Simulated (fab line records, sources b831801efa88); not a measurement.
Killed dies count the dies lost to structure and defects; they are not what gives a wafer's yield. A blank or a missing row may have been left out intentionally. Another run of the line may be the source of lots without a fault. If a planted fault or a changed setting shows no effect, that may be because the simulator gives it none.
The tool behind it: which one? | flow sky130 | 12 lots, 36 wafers sampled, at 4 steps of a route of 708

== WHAT THE GAUGES READ, wafer by wafer ==
SKY_CAP2M_THK_MEAS_04: measures by xrf.
lot  | measured     | on            | CAP2M_TIN_THK (nm)
L075 | day 40 01:14 | film metro-03 | 197.0 199.2 197.8
L077 | day 40 12:49 | film metro-04 | 201.4 198.7 199.6
L079 | day 41 04:59 | film metro-03 | 199.8 200.6 198.7
L081 | day 42 00:59 | film metro-02 | 202.7 203.5 203.8
L084 | day 42 19:05 | film metro-02 | 203.3 198.4 202.9
L086 | day 43 19:46 | film metro-02 | 196.8 198.0 200.1
L088 | day 44 12:32 | film metro-04 | 197.9 197.4 196.4
L089 | day 44 16:26 | film metro-04 | 200.4 201.3 198.3
L091 | day 45 03:02 | film metro-04 | 201.0 203.4 200.1
L093 | day 45 10:08 | film metro-03 | 201.4 202.8 202.4
L095 | day 45 13:28 | film metro-04 | 198.9 199.4 198.2
L097 | day 46 11:42 | film metro-04 | 202.5 202.3 202.6

== WHICH TOOL RAN EACH LOT (tool, then ch and the chambers of the sampled wafers, then the start) ==
lot  | SKY_METAL2_METAL_ETCH_19          | SKY_VIA2_ETCH_15                   | SKY_VIA3_CMP_02
L075 | rie metal-01 ch 0,1, day 35 09:59 | rie diel-02 ch 1,2, day 36 13:46   | cmp-02 ch 0,1, day 38 21:20
L077 | rie metal-01 ch 0,1, day 35 22:48 | rie diel-02 ch 1,3, day 37 02:25   | cmp-02 ch 1,2,3, day 39 09:14
L079 | rie metal-01 ch 0, day 36 14:56   | rie diel-03 ch 1,2, day 37 18:26   | cmp-02 ch 1,2, day 40 01:10
L081 | rie metal-04 ch 0,1, day 37 13:17 | rie diel-04 ch 1,2,3, day 38 15:59 | cmp-02 ch 1,2,3, day 40 22:59
L084 | rie metal-04 ch 0,1, day 38 10:23 | rie diel-03 ch 1,2, day 39 13:20   | cmp-02 ch 2,3, day 41 17:55
L086 | rie metal-01 ch 0,1, day 39 12:27 | rie diel-02 ch 0,2,3, day 40 14:35 | cmp-01 ch 0,3, day 42 19:02
L088 | rie metal-01 ch 0,1, day 40 07:18 | rie diel-03 ch 0,1,2, day 41 09:20 | cmp-01 ch 0,1,3, day 43 12:11
L089 | rie metal-04 ch 0,1, day 40 10:53 | rie diel-03 ch 1,2,3, day 41 12:11 | cmp-02 ch 0,1,2, day 43 15:08
L091 | rie metal-02 ch 0,1, day 40 22:38 | rie diel-02 ch 1,2, day 41 23:50   | cmp-02 ch 1,2,3, day 44 01:35
L093 | rie metal-01 ch 0,1, day 41 05:54 | rie diel-03 ch 0,2,3, day 42 07:41 | cmp-01 ch 0,1,2, day 44 09:40
L095 | rie metal-01 ch 1, day 41 11:08   | rie diel-04 ch 1,2,3, day 42 12:14 | cmp-01 ch 0,1,3, day 44 13:40
L097 | rie metal-04 ch 0,1, day 42 05:14 | rie diel-03 ch 1,2, day 43 05:29   | cmp-02 ch 2,3, day 45 05:47
- SKY_METAL2_METAL_ETCH_19: etches the open film in Cl2/BCl3, stops on SiO2, target depth 360 nm, time 78 s.
- SKY_VIA2_ETCH_15: etches SiO2 in C4F8/O2/Ar, stops on TiN, target depth 546 nm, time 84 s.
- SKY_VIA3_CMP_02: polishes SiO2.

== THE ANSWER, worked out from the rows above alone ==
Rule: the usual values come from the lots themselves. Put in order of their means at a reading, lots are off if they are a third of the lots or fewer, leave a main group of 4 or more, and stand apart from it by a gap of 3 or more times the standard deviation of the main group's means; of several such gaps the widest counts. The tables above print the reading to a certain number of digits; a main group whose means all agree to those digits is not used. A lot without any number at a reading at which 4 lots or more have one is off too. Any other lot the step has rows for is counted as sound.
No lot is off at any reading shown: from this, nothing can be told.

== WHAT THE SIMULATOR HAD PUT IN ==
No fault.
